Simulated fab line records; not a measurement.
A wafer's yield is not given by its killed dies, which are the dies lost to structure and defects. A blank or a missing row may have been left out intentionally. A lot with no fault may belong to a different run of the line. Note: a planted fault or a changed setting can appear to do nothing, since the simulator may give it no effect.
The tool behind it: which one? ; flow sky130 ; 13 lots, 39 wafers sampled, at 6 steps of a route of 708

## WHAT THE GAUGES SHOWED, per wafer
SKY_PWDE_OVL_MEAS_07.
lot;measured;on;PWDE_OVL (nm)
L836;day 3 20:32;overlay-02;2.0 -1.0 1.5
L837;day 4 03:22;overlay-02;0.0 -2.0 0.7
L839;day 4 11:01;overlay-01;1.5 4.4 3.6
L843;day 5 20:26;overlay-01;-0.4 -0.7 1.2
L844;day 6 14:38;overlay-01;2.9 2.1 4.0
L846;day 6 15:03;overlay-02;5.5 3.7 3.5
L847;day 7 10:42;overlay-01;- - -
L848;day 7 10:04;overlay-02;1.1 1.0 1.1
L849;day 7 18:06;overlay-01;2.0 0.9 2.9
L851;day 8 00:41;overlay-02;-0.6 2.2 0.7
L853;day 8 09:43;overlay-01;1.2 3.4 1.6
L857;day 8 23:41;overlay-01;1.3 1.4 5.3
L859;day 9 08:49;overlay-01;0.7 1.1 -0.1

SKY_PWDE_TW_MEAS_10.
lot;measured;on;PWDE_TW
L836;day 3 20:50;filmMetro-04;374.7 375.4 377.2
L837;day 4 03:39;filmMetro-01;371.2 372.9 368.2
L839;day 4 11:18;filmMetro-01;373.3 372.4 372.2
L843;day 5 20:44;filmMetro-02;376.6 375.1 379.3
L844;day 6 14:55;filmMetro-04;370.1 370.4 371.4
L846;day 6 15:20;filmMetro-02;375.6 371.9 374.2
L847;day 7 10:59;filmMetro-02;29.8 29.9 30.0
L848;day 7 10:21;filmMetro-01;370.3 369.9 369.8
L849;day 7 18:23;filmMetro-04;370.1 372.6 371.6
L851;day 8 00:58;filmMetro-02;372.8 374.8 373.9
L853;day 8 10:01;filmMetro-02;373.6 372.7 374.9
L857;day 8 23:59;filmMetro-02;371.6 370.2 375.6
L859;day 9 09:06;filmMetro-02;378.3 378.9 378.5

SKY_VT_ADJUST_NCORE_TW_MEAS_11.
lot;measured;on;VT_ADJUST_NCORE_TW
L836;day 8 08:08;filmMetro-03;217.6 216.7 218.2
L837;day 8 20:19;filmMetro-01;217.6 217.5 218.1
L839;day 9 07:28;filmMetro-03;216.9 215.2 216.6
L843;day 11 03:06;filmMetro-04;217.2 218.0 218.3
L844;day 12 00:42;filmMetro-01;217.0 218.5 217.1
L846;day 12 04:26;filmMetro-01;217.7 216.3 216.5
L847;day 13 05:13;filmMetro-04;217.1 218.6 218.7
L848;day 13 04:13;filmMetro-03;217.0 216.4 215.6
L849;day 13 11:56;filmMetro-01;218.0 218.3 217.9
L851;day 13 21:25;filmMetro-03;215.7 215.3 216.7
L853;day 14 09:31;filmMetro-01;215.3 215.6 215.6
L857;day 15 02:50;filmMetro-03;216.8 215.9 216.4
L859;day 15 14:25;filmMetro-01;218.5 216.6 216.6

SKY_VT_ADJUST_PCH_TW_MEAS_10.
lot;measured;on;VT_ADJUST_PCH_TW
L836;day 10 03:40;filmMetro-03;141.4 141.6 141.3
L837;day 10 16:40;filmMetro-03;142.1 142.4 141.9
L839;day 11 05:12;filmMetro-03;142.0 141.7 141.6
L843;day 13 04:04;filmMetro-02;141.5 141.5 142.7
L844;day 14 05:01;filmMetro-03;140.9 140.0 140.4
L846;day 14 08:28;filmMetro-03;139.8 140.3 140.0
L847;day 15 11:25;filmMetro-03;141.1 140.2 140.3
L848;day 15 09:42;filmMetro-03;140.7 140.1 139.7
L849;day 15 18:25;filmMetro-02;142.1 142.7 142.5
L851;day 16 04:09;filmMetro-02;142.8 142.7 143.3
L853;day 16 16:59;filmMetro-01;141.1 141.4 141.1
L857;day 17 11:34;filmMetro-02;142.0 142.1 142.1
L859;day 17 23:18;filmMetro-03;141.5 141.0 141.2

## TOOL THAT RAN EACH LOT (tool first, then ch and the chambers of the sampled wafers, then the start)
lot;SKY_FIELD_ISO_ETCH_14;SKY_PWDE_EXPOSE_04
L836;rieDiel-03 ch 1,2,3, day 2 06:11;ilineStepper-01 ch 0, day 3 12:35
L837;rieDiel-02 ch 0,1,3, day 2 10:07;ilineStepper-01 ch 0, day 3 19:58
L839;rieDiel-02 ch 0,3, day 2 20:07;ilineStepper-02 ch 0, day 4 03:02
L843;rieDiel-02 ch 1,2, day 3 17:47;ilineStepper-01 ch 0, day 5 11:56
L844;rieDiel-02 ch 0,1, day 3 22:35;ilineStepper-01 ch 0, day 6 05:37
L846;rieDiel-03 ch 0,1, day 4 07:43;ilineStepper-02 ch 0, day 6 06:23
L847;rieDiel-04 ch 0,1,3, day 4 18:28;ilineStepper-01 ch 0, day 7 01:15
L848;rieDiel-02 ch 0,2, day 4 18:49;ilineStepper-02 ch 0, day 7 00:28
L849;rieDiel-04 ch 0,1,2, day 5 06:37;ilineStepper-01 ch 0, day 7 08:42
L851;rieDiel-04 ch 0,1,3, day 5 17:14;ilineStepper-02 ch 0, day 7 14:43
L853;rieDiel-02 ch 0,2,3, day 6 05:59;ilineStepper-01 ch 0, day 7 23:29
L857;rieDiel-02 ch 0,2, day 6 23:19;ilineStepper-01 ch 0, day 8 13:12
L859;rieDiel-02 ch 1,2,3, day 7 07:47;ilineStepper-02 ch 0, day 8 22:22
- SKY_FIELD_ISO_ETCH_14: etches BARC in N2/H2, stops on SiO2, time 45.9 s, target depth 60 nm.
- SKY_PWDE_EXPOSE_04: exposes mask PWDEM, target cd 840 nm.

## AS READ BY THE TOOLS THEMSELVES (means over the sampled wafers that have a number; for cases with no such wafer, the mark the record gives instead)
SKY_FIELD_ISO_ETCH_14.
lot;tool;drypumpMotorCurrentA (A);oesProductAu (a.u.);throttleValvePct (%)
L836;rieDiel-03;5.6;0.858;13.215
L837;rieDiel-02;5.9;0.857;13.223
L839;rieDiel-02;5.6;0.856;13.231
L843;rieDiel-02;6.1;0.849;13.226
L844;rieDiel-02;5.6;0.857;13.228
L846;rieDiel-03;5.2;0.856;13.217
L847;rieDiel-04;5.9;0.851;13.228
L848;rieDiel-02;5.6;0.854;13.237
L849;rieDiel-04;5.8;0.854;13.225
L851;rieDiel-04;5.9;0.853;13.220
L853;rieDiel-02;5.9;0.852;13.227
L857;rieDiel-02;5.9;0.854;13.220
L859;rieDiel-02;6.1;0.855;13.224

SKY_PWDE_EXPOSE_04.
lot;tool;focusOffsetNm (nm)
L836;ilineStepper-01;0.4
L837;ilineStepper-01;0.5
L839;ilineStepper-02;-0.8
L843;ilineStepper-01;0.4
L844;ilineStepper-01;-0.4
L846;ilineStepper-02;-0.0
L847;ilineStepper-01;0.2
L848;ilineStepper-02;0.6
L849;ilineStepper-01;0.1
L851;ilineStepper-02;0.7
L853;ilineStepper-01;-0.3
L857;ilineStepper-01;-0.3
L859;ilineStepper-02;0.2

## THE ANSWER, worked out from the rows above alone
Rule: the lots themselves supply what counts as usual. Put in order of their means at a reading, lots are off if they are a third of the lots or fewer, leave a main group of 4 or more, and stand apart from it by a gap of 3 or more times the standard deviation of the main group's means; of several such gaps the widest counts. The tables above print the reading to a certain number of digits; a main group whose means all agree to those digits is not used. Also off: a lot with no number at a reading for which 4 or more lots have one. Any other lot the step has rows for is counted as sound. First the gauges in route order, then the tools' own readings, where a lot's mean is used as printed above. At the first step where some lot is off, the reading lying furthest off is the one used; lots without a number count as furthest.
Off: L847, seen at SKY_PWDE_OVL_MEAS_07 (PWDE_OVL). Without a number there: L847. The main group has a mean of 1.7 nm with a standard deviation of 1.4.
If a tool, at a process step before that reading, ran all the lots that are off and no sound lot after the first of them, it fits. Not tried: the gauges at SKY_PWDE_OVL_MEAS_07; whatever is off there is also off at SKY_PWDE_TW_MEAS_10, on other tools, and gauge error can't account for it. Not one of the candidates tried fits.

## WHAT THE SIMULATOR HAD PUT IN
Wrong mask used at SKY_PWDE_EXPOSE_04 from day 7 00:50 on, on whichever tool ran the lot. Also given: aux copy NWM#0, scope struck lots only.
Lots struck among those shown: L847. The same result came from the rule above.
